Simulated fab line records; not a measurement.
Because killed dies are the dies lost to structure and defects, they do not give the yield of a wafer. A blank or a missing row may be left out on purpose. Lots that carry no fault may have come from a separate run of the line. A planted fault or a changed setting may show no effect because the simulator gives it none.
What tool caused it? + flow sky130 + 24 lots, 72 wafers sampled, at 3 steps of a route of 708

WHAT THE GAUGES SHOWED, per wafer
SKY_LDD_P_TW_MEAS_11.
| lot  | measured     | on            | LDD_P_TW    |
|------|--------------|---------------|-------------|
| L074 | day 17 08:22 | film metro-02 | 646 646 646 |
| L075 | day 19 01:43 | film metro-03 | 632 630 627 |
| L076 | day 19 22:47 | film metro-01 | 629 629 631 |
| L077 | day 20 20:46 | film metro-02 | 634 636 639 |
| L078 | day 20 21:44 | film metro-01 | 626 627 626 |
| L079 | day 21 07:10 | film metro-03 | 627 633 631 |
| L080 | day 21 16:07 | film metro-02 | 637 640 636 |
| L081 | day 22 08:04 | film metro-01 | 629 629 628 |
| L082 | day 22 22:08 | film metro-01 | 631 626 631 |
| L083 | day 23 06:07 | film metro-01 | 629 633 633 |
| L084 | day 23 11:34 | film metro-02 | 641 638 639 |
| L085 | day 23 18:13 | film metro-01 | 633 635 635 |
| L087 | day 25 23:16 | film metro-02 | 637 636 634 |
| L090 | day 25 23:34 | film metro-03 | 628 626 628 |
| L089 | day 25 23:41 | film metro-01 | 628 629 628 |
| L086 | day 26 00:52 | film metro-01 | 622 625 626 |
| L088 | day 26 01:46 | film metro-01 | 626 626 624 |
| L091 | day 26 02:23 | film metro-02 | 637 641 638 |
| L092 | day 26 04:17 | film metro-02 | 640 636 640 |
| L093 | day 26 10:55 | film metro-02 | 639 637 637 |
| L094 | day 27 03:52 | film metro-03 | 631 630 627 |
| L095 | day 27 23:49 | film metro-03 | 632 633 631 |
| L096 | day 28 00:30 | film metro-02 | 639 639 635 |
| L097 | day 28 06:04 | film metro-02 | 637 633 638 |

SKY_VIA3_RS_MEAS_22: uses a four-point probe to measure.
| lot  | measured     | on            | VIA3_W_RS (ohm/sq)   |
|------|--------------|---------------|----------------------|
| L074 | day 38 09:12 | film metro-04 | 0.3024 0.2972 0.3012 |
| L075 | day 39 13:20 | film metro-02 | 0.2952 0.2967 0.2961 |
| L076 | day 40 09:41 | film metro-04 | 0.2951 0.2945 0.2888 |
| L077 | day 41 04:26 | film metro-03 | 0.2960 0.2965 0.2966 |
| L078 | day 41 06:17 | film metro-02 | 0.2981 0.2965 0.2953 |
| L079 | day 41 10:52 | film metro-03 | 0.2975 0.2944 0.2959 |
| L080 | day 41 15:40 | film metro-02 | 0.2939 0.2992 0.2978 |
| L081 | day 42 07:29 | film metro-04 | 0.2980 0.2922 0.2914 |
| L082 | day 42 18:31 | film metro-03 | 0.2922 0.2926 0.2952 |
| L083 | day 42 22:58 | film metro-04 | 0.2980 0.3011 0.2985 |
| L084 | day 43 05:25 | film metro-04 | 0.2936 0.2962 0.2920 |
| L085 | day 43 09:17 | film metro-04 | 0.2943 0.2963 0.2949 |
| L087 | day 44 23:28 | film metro-02 | 0.2952 0.3004 0.2968 |
| L090 | day 45 00:08 | film metro-04 | 0.2926 0.2934 0.2965 |
| L089 | day 45 01:36 | film metro-04 | 0.2958 0.2945 0.2947 |
| L086 | day 45 03:16 | film metro-02 | 0.2980 0.2939 0.2954 |
| L088 | day 45 04:02 | film metro-03 | 0.2943 0.2938 0.2911 |
| L091 | day 45 06:01 | film metro-04 | 0.2962 0.2971 0.2974 |
| L092 | day 45 06:44 | film metro-02 | 0.2907 0.2917 0.2932 |
| L093 | day 45 07:22 | film metro-02 | 0.2928 0.2933 0.2937 |
| L094 | day 45 20:01 | film metro-04 | 0.2953 0.2981 0.2992 |
| L095 | day 46 11:23 | film metro-02 | 0.2958 0.2909 0.2936 |
| L096 | day 46 13:45 | film metro-02 | 0.2984 0.2987 0.2968 |
| L097 | day 46 17:52 | film metro-02 | 0.2969 0.2973 0.2972 |

WHICH TOOL RAN EACH LOT (tool, then ch and the chambers of the sampled wafers, then the start)
| lot  | SKY_VIA2_SPUTTER_20          |
|------|------------------------------|
| L074 | pvd sputter-02, day 35 00:29 |
| L075 | pvd sputter-01, day 36 05:40 |
| L076 | pvd sputter-02, day 37 00:22 |
| L077 | pvd sputter-03, day 37 20:58 |
| L078 | pvd sputter-03, day 37 22:20 |
| L079 | pvd sputter-02, day 38 03:46 |
| L080 | pvd sputter-01, day 38 08:52 |
| L081 | pvd sputter-02, day 39 01:27 |
| L082 | pvd sputter-02, day 39 13:16 |
| L083 | pvd sputter-03, day 39 17:33 |
| L084 | pvd sputter-01, day 40 01:28 |
| L085 | pvd sputter-02, day 40 06:02 |
| L087 | pvd sputter-01, day 41 22:19 |
| L090 | pvd sputter-01, day 41 21:46 |
| L089 | pvd sputter-03, day 42 00:28 |
| L086 | pvd sputter-02, day 42 01:52 |
| L088 | pvd sputter-03, day 42 02:46 |
| L091 | pvd sputter-01, day 42 04:22 |
| L092 | pvd sputter-01, day 42 05:37 |
| L093 | pvd sputter-02, day 42 06:31 |
| L094 | pvd sputter-03, day 42 21:10 |
| L095 | pvd sputter-02, day 43 14:33 |
| L096 | pvd sputter-03, day 43 17:03 |
| L097 | pvd sputter-02, day 43 21:43 |
- SKY_VIA2_SPUTTER_20: material TiN, target thk 20 nm, time 80 s.

WHAT THE TOOLS THEMSELVES READ (means of the sampled wafers that have a number; where no wafer has one, the mark that the record gives instead)
SKY_VIA2_SPUTTER_20.
| lot  | tool           | throttle valve pct (%) |
|------|----------------|------------------------|
| L074 | pvd sputter-02 | 29.0                   |
| L075 | pvd sputter-01 | 30.8                   |
| L076 | pvd sputter-02 | 30.5                   |
| L077 | pvd sputter-03 | 30.0                   |
| L078 | pvd sputter-03 | 29.9                   |
| L079 | pvd sputter-02 | 29.4                   |
| L080 | pvd sputter-01 | 29.4                   |
| L081 | pvd sputter-02 | 29.4                   |
| L082 | pvd sputter-02 | 30.1                   |
| L083 | pvd sputter-03 | 30.5                   |
| L084 | pvd sputter-01 | 29.1                   |
| L085 | pvd sputter-02 | 29.7                   |
| L087 | pvd sputter-01 | 30.3                   |
| L090 | pvd sputter-01 | 30.9                   |
| L089 | pvd sputter-03 | 30.4                   |
| L086 | pvd sputter-02 | 31.0                   |
| L088 | pvd sputter-03 | 29.9                   |
| L091 | pvd sputter-01 | 30.5                   |
| L092 | pvd sputter-01 | 29.0                   |
| L093 | pvd sputter-02 | 29.6                   |
| L094 | pvd sputter-03 | 30.1                   |
| L095 | pvd sputter-02 | 29.8                   |
| L096 | pvd sputter-03 | 30.3                   |
| L097 | pvd sputter-02 | 29.3                   |

THE ANSWER, worked out from the rows above alone
Rule: the lots themselves supply what counts as usual. Put in order of their means at a reading, lots are off if they are a third of the lots or fewer, leave a main group of 4 or more, and stand apart from it by a gap of 3 or more times the standard deviation of the main group's means; of several such gaps the widest counts. A main group is skipped when, at the precision printed for the reading in the tables above, its means are all equal. Also off: a lot with no number at a reading for which 4 or more lots have one. Where the step has rows for the other lots, those lots are counted as sound. First the gauges in route order, then the tools' own readings, where a lot's mean is used as printed above. At the first step where some lot is off, the reading lying furthest off is the one used; lots without a number count as furthest.
None of the lots is off at any reading shown; this tells nothing.

WHAT THE SIMULATOR HAD PUT IN
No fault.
